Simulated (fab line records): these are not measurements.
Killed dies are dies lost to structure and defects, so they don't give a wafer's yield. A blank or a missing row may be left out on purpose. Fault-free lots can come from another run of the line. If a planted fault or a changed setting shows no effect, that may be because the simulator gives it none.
Which tool was responsible? -- flow gf180mcu -- Sampling: 7 lots, 21 wafers, 2 of 602 route steps

== WHAT THE GAUGES READ, wafer by wafer ==
GF_MVSD_TW_MEAS_11.
lot,measured,on,MVSD_TW
L492,day 4 16:50,film_metro-03,1581 1581 1577
L495,day 5 11:41,film_metro-02,1576 1572 1573
L498,day 6 04:03,film_metro-03,1571 1575 1576
L500,day 6 13:00,film_metro-02,1568 1569 1562
L502,day 7 02:30,film_metro-01,1583 1598 1578
L508,day 8 13:27,film_metro-02,1558 1559 1562
L512,day 9 14:12,film_metro-02,1554 1560 1557

== WHICH TOOL RAN EACH LOT (tool, then ch and the chambers of the sampled wafers, then the start) ==
lot,GF_DNWELL_PEB_05
L492,"litho_track-02 ch 0, day 3 00:00"
L495,"litho_track-03 ch 0, day 3 17:00"
L498,"litho_track-03 ch 0, day 4 07:00"
L500,"litho_track-03, day 4 16:00"
L502,"litho_track-02 ch 0, day 5 04:00"
L508,"litho_track-01 ch 0, day 6 12:00"
L512,"litho_track-02 ch 0, day 7 10:00"
- GF_DNWELL_PEB_05

== THE ANSWER, worked out from the rows above alone ==
Rule: what is usual is taken from the lots themselves. The widest of any qualifying gaps counts: lots, ordered by their means at a reading, are off when they make up no more than a third of the lots, leave a main group of 4 or more, and stand apart from it by 3 or more times the standard deviation of that group's means. If all means in a main group match to the digits the tables above print for the reading, that group is not used. Also off: a lot with no number at a reading for which 4 or more lots have one. Any other lot the step has rows for is counted as sound.
No lot is off at any reading shown: from this, nothing can be told.

== WHAT THE SIMULATOR PUT IN ==
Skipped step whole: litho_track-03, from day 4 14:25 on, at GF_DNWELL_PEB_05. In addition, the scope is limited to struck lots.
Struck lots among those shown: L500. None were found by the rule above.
